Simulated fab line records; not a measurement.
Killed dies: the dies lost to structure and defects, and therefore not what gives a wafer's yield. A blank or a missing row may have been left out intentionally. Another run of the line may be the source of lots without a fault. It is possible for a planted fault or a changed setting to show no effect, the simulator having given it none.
fab line records :: flow sky130
record:
  lots: 11
  wafers: 33
  lastDay: 50
route steps=708 shown CONTACT@420 METAL1@453 METAL2@498
lots untouched by any fault: they come from a run of this same line in which no faults occurred
startH: hours from the record's first day to the start of the lot's first wafer shown :: waitH: time in hours since the lot's previous step :: " repeats the value in the row above :: L1.1+2: a row that stands for several wafers :: - no value, or no start given :: * or withheld: withheld :: < > ~ a bound
route shown NAME@n: NAME is a module with steps in the file, n the number in the route of the first one :: usual: average and standard deviation across the fault-free wafers :: same: alike in all rows :: chamber/n: place in a boat :: sites: the reading at each site :: _std_site: standard deviation of those values :: _edge_site: outer sites' mean less inner sites' :: radiusMm: how far each site lies from the wafer's centre :: mask NAME#n: copy n :: behind: the most recent tool/chamber to have shaped the wafer :: hold: why the lot was held/for how many hours/how that ended :: device: the transistor (n, p or np) that didn't switch :: end of line: tests run on the same wafers once the route is complete :: step lacking rows: just its recipe :: killed: dies that structure and defects cost at the first sort, which is not the same as the wafer's yield :: map: shows each die of a wafer: x if killed, . if not, _ if none is there
set.NAME: the setting as run; set.NAME@STEP: as run at that earlier step :: model.NAME: the simulator's own value behind a step, which no gauge read
the route's steps for a sample of lots (tables are steps, rows are wafers)
services: a tool's chamber out of use, with start hour (startH, from the record's first day; less than 0 if before it), hours out, and reason
== steps ==
step: SKY_CONTACT_CD_MEAS_14
recipe:
  targetCdNm: 170
usual:
  cdNm: 169.9/1.6
lot.wafer: L248.2
tool: cdSem-01
chamber: -
startH: 733.44
waitH: -
cdNm: 169.8

lot.wafer: L248.3
tool: cdSem-01
chamber: -
startH: 733.44
waitH: -
cdNm: 170.2

lot.wafer: L248.6
tool: cdSem-01
chamber: -
startH: 733.44
waitH: -
cdNm: 170.2

lot.wafer: L249.1
tool: cdSem-01
chamber: -
startH: 734.97
waitH: -
cdNm: 171.4

lot.wafer: L249.3
tool: cdSem-01
chamber: -
startH: 734.97
waitH: -
cdNm: 172.7

lot.wafer: L249.4
tool: cdSem-01
chamber: -
startH: 734.97
waitH: -
cdNm: 173.0

lot.wafer: L253.1
tool: cdSem-01
chamber: -
startH: 774.05
waitH: -
cdNm: 172.6

lot.wafer: L253.2
tool: cdSem-01
chamber: -
startH: 774.05
waitH: -
cdNm: 174.0

lot.wafer: L253.5
tool: cdSem-01
chamber: -
startH: 774.05
waitH: -
cdNm: 171.3

lot.wafer: L252.1
tool: cdSem-02
chamber: -
startH: 775.47
waitH: -
cdNm: 167.1

lot.wafer: L252.2
tool: cdSem-02
chamber: -
startH: 775.47
waitH: -
cdNm: 167.5

lot.wafer: L252.5
tool: cdSem-02
chamber: -
startH: 775.47
waitH: -
cdNm: 167.2

lot.wafer: L254.1
tool: cdSem-02
chamber: -
startH: 837.20
waitH: -
cdNm: 170.6

lot.wafer: L254.4
tool: cdSem-02
chamber: -
startH: 837.20
waitH: -
cdNm: 169.6

lot.wafer: L254.6
tool: cdSem-02
chamber: -
startH: 837.20
waitH: -
cdNm: 171.1

lot.wafer: L255.1
tool: cdSem-01
chamber: -
startH: 840.15
waitH: -
cdNm: 169.5

lot.wafer: L255.2
tool: cdSem-01
chamber: -
startH: 840.15
waitH: -
cdNm: 170.1

lot.wafer: L255.4
tool: cdSem-01
chamber: -
startH: 840.15
waitH: -
cdNm: 169.5

lot.wafer: L265.1
tool: cdSem-02
chamber: -
startH: 858.56
waitH: -
cdNm: 169.0

lot.wafer: L265.3
tool: cdSem-02
chamber: -
startH: 858.56
waitH: -
cdNm: 169.9

lot.wafer: L265.5
tool: cdSem-02
chamber: -
startH: 858.56
waitH: -
cdNm: 169.4

lot.wafer: L267.1
tool: cdSem-02
chamber: -
startH: 876.11
waitH: -
cdNm: 171.0

lot.wafer: L267.2
tool: cdSem-02
chamber: -
startH: 876.11
waitH: -
cdNm: 170.2

lot.wafer: L267.3
tool: cdSem-02
chamber: -
startH: 876.11
waitH: -
cdNm: 170.5

lot.wafer: L268.2
tool: cdSem-01
chamber: -
startH: 876.78
waitH: -
cdNm: 170.1

lot.wafer: L268.4
tool: cdSem-01
chamber: -
startH: 876.78
waitH: -
cdNm: 171.8

lot.wafer: L268.5
tool: cdSem-01
chamber: -
startH: 876.78
waitH: -
cdNm: 170.9

lot.wafer: L269.1
tool: cdSem-02
chamber: -
startH: 883.02
waitH: -
cdNm: 170.3

lot.wafer: L269.3
tool: cdSem-02
chamber: -
startH: 883.02
waitH: -
cdNm: 171.3

lot.wafer: L269.5
tool: cdSem-02
chamber: -
startH: 883.02
waitH: -
cdNm: 170.2

lot.wafer: L270.1
tool: cdSem-02
chamber: -
startH: 921.20
waitH: -
cdNm: 171.1

lot.wafer: L270.3
tool: cdSem-02
chamber: -
startH: 921.20
waitH: -
cdNm: 170.9

lot.wafer: L270.5
tool: cdSem-02
chamber: -
startH: 921.20
waitH: -
cdNm: 171.2
step: SKY_METAL1_METAL_ETCH_19
recipe:
  targetDepthA: 3600
  stopOn: SiO2
  overEtchFrac: 0.3
  timeS: 78
  chemistry: Cl2/BCl3
  resistSidewallDeg: 88
  pressureMtorr: 10
  icpW: 900
  biasW: 48.5
  Cl2_flow_sccm: 60
  bcl3FlowSccm: 30
usual:
  biasW: 48.50/0.15
  drypumpMotorCurrentA: 5.8/0.66
  mfcCl2Sccm: 60.02/0.17
  oesProductAu: 0.855/0.0062
  throttleValvePct: 22.266/0.0093
lot.wafer: L248.2
tool: rieMetal-01
chamber: 1
startH: 761.94
waitH: 0.0
biasW: 48.68
drypumpMotorCurrentA: 4.8
mfcCl2Sccm: 60.04
oesProductAu: 0.846
rfHoursCounterH: 5
throttleValvePct: 22.271

lot.wafer: L248.3
tool: rieMetal-01
chamber: 0
startH: 761.94
waitH: 0.0
biasW: 48.39
drypumpMotorCurrentA: 6.8
mfcCl2Sccm: 60.09
oesProductAu: 0.844
rfHoursCounterH: -
throttleValvePct: 22.252

lot.wafer: L248.6
tool: rieMetal-01
chamber: 1
startH: 761.94
waitH: 0.0
biasW: 48.64
drypumpMotorCurrentA: 4.8
mfcCl2Sccm: 60.03
oesProductAu: 0.863
rfHoursCounterH: -
throttleValvePct: 22.267

lot.wafer: L249.1
tool: rieMetal-03
chamber: 1
startH: 762.82
waitH: 0.0
biasW: 48.34
drypumpMotorCurrentA: 6.1
mfcCl2Sccm: 59.95
oesProductAu: 0.858
rfHoursCounterH: 14
throttleValvePct: 22.267

lot.wafer: L249.3
tool: rieMetal-03
chamber: 1
startH: 762.82
waitH: 0.0
biasW: 48.62
drypumpMotorCurrentA: 6.0
mfcCl2Sccm: 60.11
oesProductAu: 0.848
rfHoursCounterH: -
throttleValvePct: 22.280

lot.wafer: L249.4
tool: rieMetal-03
chamber: 0
startH: 762.82
waitH: 0.0
biasW: 48.66
drypumpMotorCurrentA: 6.0
mfcCl2Sccm: 60.22
oesProductAu: 0.852
rfHoursCounterH: -
throttleValvePct: 22.273

lot.wafer: L253.1
tool: rieMetal-03
chamber: 0
startH: 802.58
waitH: 0.1
biasW: 48.60
drypumpMotorCurrentA: 6.0
mfcCl2Sccm: 59.86
oesProductAu: 0.857
rfHoursCounterH: 11
throttleValvePct: 22.253

lot.wafer: L253.2
tool: rieMetal-03
chamber: 0
startH: 802.58
waitH: 0.1
biasW: 48.68
drypumpMotorCurrentA: 6.0
mfcCl2Sccm: 59.95
oesProductAu: 0.860
rfHoursCounterH: -
throttleValvePct: 22.281

lot.wafer: L253.5
tool: rieMetal-03
chamber: 0
startH: 802.58
waitH: 0.1
biasW: 48.62
drypumpMotorCurrentA: 6.0
mfcCl2Sccm: 59.93
oesProductAu: 0.860
rfHoursCounterH: -
throttleValvePct: 22.264

lot.wafer: L252.1
tool: rieMetal-01
chamber: 0
startH: 803.54
waitH: 0.0
biasW: 48.79
drypumpMotorCurrentA: 6.8
mfcCl2Sccm: 59.75
oesProductAu: 0.845
rfHoursCounterH: 1
throttleValvePct: 22.267

lot.wafer: L252.2
tool: rieMetal-01
chamber: 1
startH: 803.54
waitH: 0.0
biasW: 48.56
drypumpMotorCurrentA: 4.8
mfcCl2Sccm: 59.91
oesProductAu: 0.861
rfHoursCounterH: 6
throttleValvePct: 22.274

lot.wafer: L252.5
tool: rieMetal-01
chamber: 0
startH: 803.54
waitH: 0.0
biasW: 48.68
drypumpMotorCurrentA: 6.8
mfcCl2Sccm: 59.90
oesProductAu: 0.859
rfHoursCounterH: -
throttleValvePct: 22.272

lot.wafer: L254.1
tool: rieMetal-03
chamber: 1
startH: 865.34
waitH: 0.0
biasW: 48.27
drypumpMotorCurrentA: 6.0
mfcCl2Sccm: 60.23
oesProductAu: 0.856
rfHoursCounterH: 2
throttleValvePct: 22.257

lot.wafer: L254.4
tool: rieMetal-03
chamber: 1
startH: 865.34
waitH: 0.0
biasW: 48.35
drypumpMotorCurrentA: 6.1
mfcCl2Sccm: 59.98
oesProductAu: 0.848
rfHoursCounterH: -
throttleValvePct: 22.274

lot.wafer: L254.6
tool: rieMetal-03
chamber: 0
startH: 865.34
waitH: 0.0
biasW: 48.78
drypumpMotorCurrentA: 6.0
mfcCl2Sccm: 60.09
oesProductAu: 0.849
rfHoursCounterH: -
throttleValvePct: 22.268

lot.wafer: L255.1
tool: rieMetal-01
chamber: 0
startH: 868.44
waitH: 0.0
biasW: 48.65
drypumpMotorCurrentA: 6.8
mfcCl2Sccm: 60.18
oesProductAu: 0.861
rfHoursCounterH: 4
throttleValvePct: 22.265

lot.wafer: L255.2
tool: rieMetal-01
chamber: 1
startH: 868.44
waitH: 0.0
biasW: 48.15
drypumpMotorCurrentA: 4.8
mfcCl2Sccm: 59.83
oesProductAu: 0.864
rfHoursCounterH: 9
throttleValvePct: 22.260

lot.wafer: L255.4
tool: rieMetal-01
chamber: 0
startH: 868.44
waitH: 0.0
biasW: 48.75
drypumpMotorCurrentA: 6.8
mfcCl2Sccm: 60.39
oesProductAu: 0.862
rfHoursCounterH: -
throttleValvePct: 22.265

lot.wafer: L265.1
tool: rieMetal-03
chamber: 1
startH: 886.21
waitH: 0.0
biasW: 48.40
drypumpMotorCurrentA: 6.1
mfcCl2Sccm: 59.69
oesProductAu: 0.858
rfHoursCounterH: 3
throttleValvePct: 22.274

lot.wafer: L265.3
tool: rieMetal-03
chamber: 1
startH: 886.21
waitH: 0.0
biasW: 48.49
drypumpMotorCurrentA: 6.0
mfcCl2Sccm: 59.96
oesProductAu: 0.846
rfHoursCounterH: -
throttleValvePct: 22.283

lot.wafer: L265.5
tool: rieMetal-03
chamber: 0
startH: 886.21
waitH: 0.0
biasW: 48.50
drypumpMotorCurrentA: 6.0
mfcCl2Sccm: 60.04
oesProductAu: 0.850
rfHoursCounterH: -
throttleValvePct: 22.275

lot.wafer: L267.1
tool: rieMetal-03
chamber: 1
startH: 903.61
waitH: 0.0
biasW: 46.54
drypumpMotorCurrentA: 6.1
mfcCl2Sccm: 59.90
oesProductAu: 0.852
rfHoursCounterH: 5
throttleValvePct: 22.256

lot.wafer: L267.2
tool: rieMetal-03
chamber: 0
startH: 903.61
waitH: 0.0
biasW: 47.04
drypumpMotorCurrentA: 6.0
mfcCl2Sccm: 60.22
oesProductAu: 0.858
rfHoursCounterH: 16
throttleValvePct: 22.259

lot.wafer: L267.3
tool: rieMetal-03
chamber: 0
startH: 903.61
waitH: 0.0
biasW: 46.89
drypumpMotorCurrentA: 6.0
mfcCl2Sccm: 60.12
oesProductAu: 0.850
rfHoursCounterH: -
throttleValvePct: 22.271

lot.wafer: L268.2
tool: rieMetal-03
chamber: 0
startH: 904.56
waitH: 0.0
biasW: 46.99
drypumpMotorCurrentA: 6.0
mfcCl2Sccm: 60.12
oesProductAu: 0.855
rfHoursCounterH: 17
throttleValvePct: 22.263

lot.wafer: L268.4
tool: rieMetal-03
chamber: 0
startH: 904.56
waitH: 0.0
biasW: 46.94
drypumpMotorCurrentA: 6.0
mfcCl2Sccm: 60.52
oesProductAu: 0.856
rfHoursCounterH: -
throttleValvePct: 22.271

lot.wafer: L268.5
tool: rieMetal-03
chamber: 0
startH: 904.56
waitH: 0.0
biasW: 46.93
drypumpMotorCurrentA: 6.0
mfcCl2Sccm: 60.12
oesProductAu: 0.856
rfHoursCounterH: -
throttleValvePct: 22.267

lot.wafer: L269.1
tool: rieMetal-04
chamber: 1
startH: 910.56
waitH: 0.0
biasW: 48.34
drypumpMotorCurrentA: 4.8
mfcCl2Sccm: 60.04
oesProductAu: 0.851
rfHoursCounterH: 16
throttleValvePct: 22.274

lot.wafer: L269.3
tool: rieMetal-04
chamber: 1
startH: 910.56
waitH: 0.0
biasW: 48.34
drypumpMotorCurrentA: 4.8
mfcCl2Sccm: 59.92
oesProductAu: 0.852
rfHoursCounterH: -
throttleValvePct: 22.248

lot.wafer: L269.5
tool: rieMetal-04
chamber: 1
startH: 910.56
waitH: 0.0
biasW: 48.30
drypumpMotorCurrentA: 4.8
mfcCl2Sccm: 59.93
oesProductAu: 0.848
rfHoursCounterH: -
throttleValvePct: 22.270

lot.wafer: L270.1
tool: rieMetal-04
chamber: 0
startH: 947.98
waitH: 0.1
biasW: 48.64
drypumpMotorCurrentA: 6.0
mfcCl2Sccm: 59.92
oesProductAu: 0.856
rfHoursCounterH: 7
throttleValvePct: 22.277

lot.wafer: L270.3
tool: rieMetal-04
chamber: 0
startH: 947.98
waitH: 0.1
biasW: 48.53
drypumpMotorCurrentA: 6.0
mfcCl2Sccm: 60.09
oesProductAu: 0.854
rfHoursCounterH: -
throttleValvePct: 22.265

lot.wafer: L270.5
tool: rieMetal-04
chamber: 0
startH: 947.98
waitH: 0.1
biasW: 48.53
drypumpMotorCurrentA: 6.0
mfcCl2Sccm: 59.85
oesProductAu: 0.852
rfHoursCounterH: -
throttleValvePct: 22.265
step: SKY_METAL2_CD_MEAS_15
recipe:
  targetCdNm: 140
usual:
  cdNm: 139.9/1.4
lot.wafer: L248.2
tool: cdSem-02
chamber: -
startH: 816.68
waitH: -
cdNm: 137.0

lot.wafer: L248.3
tool: cdSem-02
chamber: -
startH: 816.68
waitH: -
cdNm: 138.9

lot.wafer: L248.6
tool: cdSem-02
chamber: -
startH: 816.68
waitH: -
cdNm: 138.3

lot.wafer: L249.1
tool: cdSem-02
chamber: -
startH: 819.04
waitH: -
cdNm: 140.9

lot.wafer: L249.3
tool: cdSem-02
chamber: -
startH: 819.04
waitH: -
cdNm: 139.3

lot.wafer: L249.4
tool: cdSem-02
chamber: -
startH: 819.04
waitH: -
cdNm: 141.5

lot.wafer: L253.1
tool: cdSem-01
chamber: -
startH: 858.14
waitH: -
cdNm: 139.3

lot.wafer: L253.2
tool: cdSem-01
chamber: -
startH: 858.14
waitH: -
cdNm: 141.4

lot.wafer: L253.5
tool: cdSem-01
chamber: -
startH: 858.14
waitH: -
cdNm: 140.6

lot.wafer: L252.1
tool: cdSem-02
chamber: -
startH: 859.51
waitH: -
cdNm: 139.0

lot.wafer: L252.2
tool: cdSem-02
chamber: -
startH: 859.51
waitH: -
cdNm: 139.2

lot.wafer: L252.5
tool: cdSem-02
chamber: -
startH: 859.51
waitH: -
cdNm: 139.6

lot.wafer: L254.1
tool: cdSem-02
chamber: -
startH: 919.31
waitH: -
cdNm: 139.6

lot.wafer: L254.4
tool: cdSem-02
chamber: -
startH: 919.31
waitH: -
cdNm: 140.8

lot.wafer: L254.6
tool: cdSem-02
chamber: -
startH: 919.31
waitH: -
cdNm: 139.4

lot.wafer: L255.1
tool: cdSem-02
chamber: -
startH: 922.51
waitH: -
cdNm: 141.9

lot.wafer: L255.2
tool: cdSem-02
chamber: -
startH: 922.51
waitH: -
cdNm: 141.0

lot.wafer: L255.4
tool: cdSem-02
chamber: -
startH: 922.51
waitH: -
cdNm: 141.3

lot.wafer: L265.1
tool: cdSem-01
chamber: -
startH: 940.36
waitH: -
cdNm: 141.9

lot.wafer: L265.3
tool: cdSem-01
chamber: -
startH: 940.36
waitH: -
cdNm: 141.3

lot.wafer: L265.5
tool: cdSem-01
chamber: -
startH: 940.36
waitH: -
cdNm: 141.2

lot.wafer: L267.1
tool: cdSem-01
chamber: -
startH: 955.86
waitH: -
cdNm: 140.3

lot.wafer: L267.2
tool: cdSem-01
chamber: -
startH: 955.86
waitH: -
cdNm: 141.4

lot.wafer: L267.3
tool: cdSem-01
chamber: -
startH: 955.86
waitH: -
cdNm: 140.8

lot.wafer: L268.2
tool: cdSem-02
chamber: -
startH: 957.76
waitH: -
cdNm: 139.3

lot.wafer: L268.4
tool: cdSem-02
chamber: -
startH: 957.76
waitH: -
cdNm: 139.8

lot.wafer: L268.5
tool: cdSem-02
chamber: -
startH: 957.76
waitH: -
cdNm: 141.4

lot.wafer: L269.1
tool: cdSem-02
chamber: -
startH: 961.60
waitH: -
cdNm: 144.5

lot.wafer: L269.3
tool: cdSem-02
chamber: -
startH: 961.60
waitH: -
cdNm: 143.2

lot.wafer: L269.5
tool: cdSem-02
chamber: -
startH: 961.60
waitH: -
cdNm: 142.2

lot.wafer: L270.1
tool: cdSem-02
chamber: -
startH: 997.81
waitH: -
cdNm: 138.7

lot.wafer: L270.3
tool: cdSem-02
chamber: -
startH: 997.81
waitH: -
cdNm: 139.4

lot.wafer: L270.5
tool: cdSem-02
chamber: -
startH: 997.81
waitH: -
cdNm: 139.7
step: SKY_METAL2_METAL_ETCH_19
recipe:
  targetDepthA: 3600
  stopOn: SiO2
  overEtchFrac: 0.3
  timeS: 78
  chemistry: Cl2/BCl3
  resistSidewallDeg: 88
  pressureMtorr: 10
  icpW: 900
  biasW: 48.5
  Cl2_flow_sccm: 60
  bcl3FlowSccm: 30
usual:
  biasW: 48.51/0.16
  drypumpMotorCurrentA: 5.9/0.74
  mfcCl2Sccm: 59.98/0.17
  oesProductAu: 0.856/0.0084
  throttleValvePct: 22.264/0.0098
lot.wafer: L248.2
tool: rieMetal-01
chamber: 1
startH: 816.91
waitH: 0.0
biasW: 48.38
drypumpMotorCurrentA: 4.7
mfcCl2Sccm: 60.01
oesProductAu: 0.849
rfHoursCounterH: 7
throttleValvePct: 22.264

lot.wafer: L248.3
tool: rieMetal-01
chamber: 1
startH: 816.91
waitH: 0.0
biasW: 48.39
drypumpMotorCurrentA: 4.8
mfcCl2Sccm: 60.14
oesProductAu: 0.844
rfHoursCounterH: -
throttleValvePct: 22.266

lot.wafer: L248.6
tool: rieMetal-01
chamber: 0
startH: 816.91
waitH: 0.0
biasW: 48.42
drypumpMotorCurrentA: 6.8
mfcCl2Sccm: 60.02
oesProductAu: 0.864
rfHoursCounterH: -
throttleValvePct: 22.252

lot.wafer: L249.1
tool: rieMetal-03
chamber: 1
startH: 819.29
waitH: 0.0
biasW: 48.77
drypumpMotorCurrentA: 6.0
mfcCl2Sccm: 60.00
oesProductAu: 0.851
rfHoursCounterH: 0
throttleValvePct: 22.257

lot.wafer: L249.3
tool: rieMetal-03
chamber: 0
startH: 819.29
waitH: 0.0
biasW: 48.54
drypumpMotorCurrentA: 6.0
mfcCl2Sccm: 60.27
oesProductAu: 0.864
rfHoursCounterH: -
throttleValvePct: 22.277

lot.wafer: L249.4
tool: rieMetal-03
chamber: 1
startH: 819.29
waitH: 0.0
biasW: 48.52
drypumpMotorCurrentA: 6.0
mfcCl2Sccm: 60.13
oesProductAu: 0.869
rfHoursCounterH: -
throttleValvePct: 22.261

lot.wafer: L253.1
tool: rieMetal-01
chamber: 1
startH: 858.39
waitH: 0.0
biasW: 48.54
drypumpMotorCurrentA: 4.8
mfcCl2Sccm: 59.89
oesProductAu: 0.843
rfHoursCounterH: 8
throttleValvePct: 22.258

lot.wafer: L253.2
tool: rieMetal-01
chamber: 0
startH: 858.39
waitH: 0.0
biasW: 48.66
drypumpMotorCurrentA: 6.8
mfcCl2Sccm: 59.75
oesProductAu: 0.843
rfHoursCounterH: 3
throttleValvePct: 22.250

lot.wafer: L253.5
tool: rieMetal-01
chamber: 0
startH: 858.39
waitH: 0.0
biasW: 48.49
drypumpMotorCurrentA: 6.8
mfcCl2Sccm: 59.52
oesProductAu: 0.845
rfHoursCounterH: -
throttleValvePct: 22.258

lot.wafer: L252.1
tool: rieMetal-01
chamber: 0
startH: 859.76
waitH: 0.0
biasW: 48.30
drypumpMotorCurrentA: 6.8
mfcCl2Sccm: 59.89
oesProductAu: 0.861
rfHoursCounterH: 4
throttleValvePct: 22.265

lot.wafer: L252.2
tool: rieMetal-01
chamber: 1
startH: 859.76
waitH: 0.0
biasW: 48.37
drypumpMotorCurrentA: 4.7
mfcCl2Sccm: 59.68
oesProductAu: 0.855
rfHoursCounterH: 8
throttleValvePct: 22.265

lot.wafer: L252.5
tool: rieMetal-01
chamber: 1
startH: 859.76
waitH: 0.0
biasW: 48.29
drypumpMotorCurrentA: 4.8
mfcCl2Sccm: 59.84
oesProductAu: 0.850
rfHoursCounterH: -
throttleValvePct: 22.260

lot.wafer: L254.1
tool: rieMetal-01
chamber: 1
startH: 919.56
waitH: 0.0
biasW: 48.54
drypumpMotorCurrentA: 4.8
mfcCl2Sccm: 60.04
oesProductAu: 0.862
rfHoursCounterH: 12
throttleValvePct: 22.281

lot.wafer: L254.4
tool: rieMetal-01
chamber: 1
startH: 919.56
waitH: 0.0
biasW: 48.47
drypumpMotorCurrentA: 4.8
mfcCl2Sccm: 60.21
oesProductAu: 0.857
rfHoursCounterH: -
throttleValvePct: 22.260

lot.wafer: L254.6
tool: rieMetal-01
chamber: 1
startH: 919.56
waitH: 0.0
biasW: 48.47
drypumpMotorCurrentA: 4.8
mfcCl2Sccm: 60.24
oesProductAu: 0.857
rfHoursCounterH: -
throttleValvePct: 22.277

lot.wafer: L255.1
tool: rieMetal-01
chamber: 1
startH: 922.76
waitH: 0.0
biasW: 48.44
drypumpMotorCurrentA: 4.7
mfcCl2Sccm: 59.95
oesProductAu: 0.852
rfHoursCounterH: 12
throttleValvePct: 22.264

lot.wafer: L255.2
tool: rieMetal-01
chamber: 0
startH: 922.76
waitH: 0.0
biasW: 48.20
drypumpMotorCurrentA: 6.8
mfcCl2Sccm: 60.29
oesProductAu: 0.862
rfHoursCounterH: 7
throttleValvePct: 22.264

lot.wafer: L255.4
tool: rieMetal-01
chamber: 0
startH: 922.76
waitH: 0.0
biasW: 48.52
drypumpMotorCurrentA: 6.8
mfcCl2Sccm: 60.10
oesProductAu: 0.860
rfHoursCounterH: -
throttleValvePct: 22.269

lot.wafer: L265.1
tool: rieMetal-02
chamber: 0
startH: 940.77
waitH: 0.1
biasW: 48.44
drypumpMotorCurrentA: 5.5
mfcCl2Sccm: 60.38
oesProductAu: 0.845
rfHoursCounterH: 16
throttleValvePct: 22.271

lot.wafer: L265.3
tool: rieMetal-02
chamber: 0
startH: 940.77
waitH: 0.1
biasW: 48.30
drypumpMotorCurrentA: 5.5
mfcCl2Sccm: 60.12
oesProductAu: 0.852
rfHoursCounterH: -
throttleValvePct: 22.266

lot.wafer: L265.5
tool: rieMetal-02
chamber: 0
startH: 940.77
waitH: 0.1
biasW: 48.41
drypumpMotorCurrentA: 5.5
mfcCl2Sccm: 59.94
oesProductAu: 0.848
rfHoursCounterH: -
throttleValvePct: 22.248

lot.wafer: L267.1
tool: rieMetal-02
chamber: 0
startH: 956.15
waitH: 0.1
biasW: 48.63
drypumpMotorCurrentA: 5.5
mfcCl2Sccm: 59.71
oesProductAu: 0.865
rfHoursCounterH: 17
throttleValvePct: 22.274

lot.wafer: L267.2
tool: rieMetal-02
chamber: 1
startH: 956.15
waitH: 0.1
biasW: 48.48
drypumpMotorCurrentA: 6.5
mfcCl2Sccm: 60.00
oesProductAu: 0.853
rfHoursCounterH: 17
throttleValvePct: 22.262

lot.wafer: L267.3
tool: rieMetal-02
chamber: 0
startH: 956.15
waitH: 0.1
biasW: 48.63
drypumpMotorCurrentA: 5.5
mfcCl2Sccm: 59.71
oesProductAu: 0.860
rfHoursCounterH: -
throttleValvePct: 22.261

lot.wafer: L268.2
tool: rieMetal-01
chamber: 0
startH: 957.99
waitH: 0.0
biasW: 48.48
drypumpMotorCurrentA: 6.8
mfcCl2Sccm: 59.74
oesProductAu: 0.865
rfHoursCounterH: 8
throttleValvePct: 22.262

lot.wafer: L268.4
tool: rieMetal-01
chamber: 1
startH: 957.99
waitH: 0.0
biasW: 48.62
drypumpMotorCurrentA: 4.8
mfcCl2Sccm: 60.22
oesProductAu: 0.870
rfHoursCounterH: -
throttleValvePct: 22.253

lot.wafer: L268.5
tool: rieMetal-01
chamber: 1
startH: 957.99
waitH: 0.0
biasW: 48.49
drypumpMotorCurrentA: 4.8
mfcCl2Sccm: 60.18
oesProductAu: 0.863
rfHoursCounterH: -
throttleValvePct: 22.269

lot.wafer: L269.1
tool: rieMetal-02
chamber: 0
startH: 961.89
waitH: 0.1
biasW: 48.66
drypumpMotorCurrentA: 5.5
mfcCl2Sccm: 60.14
oesProductAu: 0.859
rfHoursCounterH: 17
throttleValvePct: 22.260

lot.wafer: L269.3
tool: rieMetal-02
chamber: 1
startH: 961.89
waitH: 0.1
biasW: 48.75
drypumpMotorCurrentA: 6.5
mfcCl2Sccm: 60.06
oesProductAu: 0.859
rfHoursCounterH: -
throttleValvePct: 22.273

lot.wafer: L269.5
tool: rieMetal-02
chamber: 1
startH: 961.89
waitH: 0.1
biasW: 48.78
drypumpMotorCurrentA: 6.5
mfcCl2Sccm: 59.89
oesProductAu: 0.855
rfHoursCounterH: -
throttleValvePct: 22.253

lot.wafer: L270.1
tool: rieMetal-01
chamber: 0
startH: 998.06
waitH: 0.0
biasW: 48.54
drypumpMotorCurrentA: 6.7
mfcCl2Sccm: 60.10
oesProductAu: 0.848
rfHoursCounterH: 11
throttleValvePct: 22.256

lot.wafer: L270.3
tool: rieMetal-01
chamber: 1
startH: 998.06
waitH: 0.0
biasW: 48.68
drypumpMotorCurrentA: 4.8
mfcCl2Sccm: 60.19
oesProductAu: 0.868
rfHoursCounterH: -
throttleValvePct: 22.255

lot.wafer: L270.5
tool: rieMetal-01
chamber: 0
startH: 998.06
waitH: 0.0
biasW: 48.65
drypumpMotorCurrentA: 6.8
mfcCl2Sccm: 59.93
oesProductAu: 0.864
rfHoursCounterH: -
throttleValvePct: 22.264
== services ==
tool: rieMetal-04
chamber: -
startH: 761.78
hours: 0.5
kind: repair

tool: rieMetal-04
chamber: -
startH: 771.78
hours: 0.2
kind: repair

tool: rieMetal-03
chamber: 1
startH: 785.64
hours: -
kind: clean

tool: rieMetal-03
chamber: 1
startH: 785.64
hours: 21.1
kind: scheduledDown

tool: rieMetal-03
chamber: 1
startH: 785.64
hours: 21.1
kind: ventCycle

tool: rieMetal-04
chamber: 0
startH: 810.19
hours: 7.5
kind: repair

tool: rieMetal-03
chamber: -
startH: 850.76
hours: 2.8
kind: pm

tool: rieMetal-04
chamber: -
startH: 880.29
hours: 0.5
kind: repair

tool: rieMetal-04
chamber: -
startH: 881.72
hours: 28.1
kind: pm

tool: rieMetal-01
chamber: 0
startH: 889.13
hours: 12.9
kind: repair

tool: rieMetal-02
chamber: -
startH: 895.75
hours: 28.1
kind: pm

tool: rieMetal-03
chamber: 0
startH: 909.41
hours: 6.1
kind: repair

tool: rieMetal-01
chamber: -
startH: 909.82
hours: 2.8
kind: pm

tool: rieMetal-02
chamber: 1
startH: 933.43
hours: 8.3
kind: repair

tool: rieMetal-04
chamber: 1
startH: 946.79
hours: -
kind: clean

tool: rieMetal-04
chamber: 1
startH: 946.79
hours: 21.0
kind: scheduledDown

tool: rieMetal-04
chamber: 1
startH: 946.79
hours: 21.0
kind: ventCycle

tool: rieMetal-01
chamber: -
startH: 968.94
hours: 0.5
kind: repair

tool: rieMetal-03
chamber: 0
startH: 972.47
hours: -
kind: clean

tool: rieMetal-03
chamber: 0
startH: 972.47
hours: 17.3
kind: scheduledDown

tool: rieMetal-03
chamber: 0
startH: 972.47
hours: 17.3
kind: ventCycle

tool: rieMetal-01
chamber: -
startH: 995.88
hours: 0.6
kind: repair
== key ==
firstSign:
  step: SKY_METAL1_METAL_ETCH_19
  reading: biasW
  direction: down
  sigmas: 10
  usual: 48.50
  struck: 46.89
effect none on later readings
metAt SKY_METAL1_METAL_ETCH_19
struckLots L267,L268
notActingAt SKY_CONTACT_CD_MEAS_14,SKY_METAL2_CD_MEAS_15,SKY_METAL2_METAL_ETCH_19
onsetBetween 886.21 903.61
fault:
  kind: processParameterDrift
  tool: rieMetal-03
  chamber: -
  onsetH: 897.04
  steps: SKY_METAL1_METAL_ETCH_19
  channel: biasW
  offset: -1.56
  shape: step
  endH: 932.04
  actsIn: theseRecipesOnly
  stated: 48.5
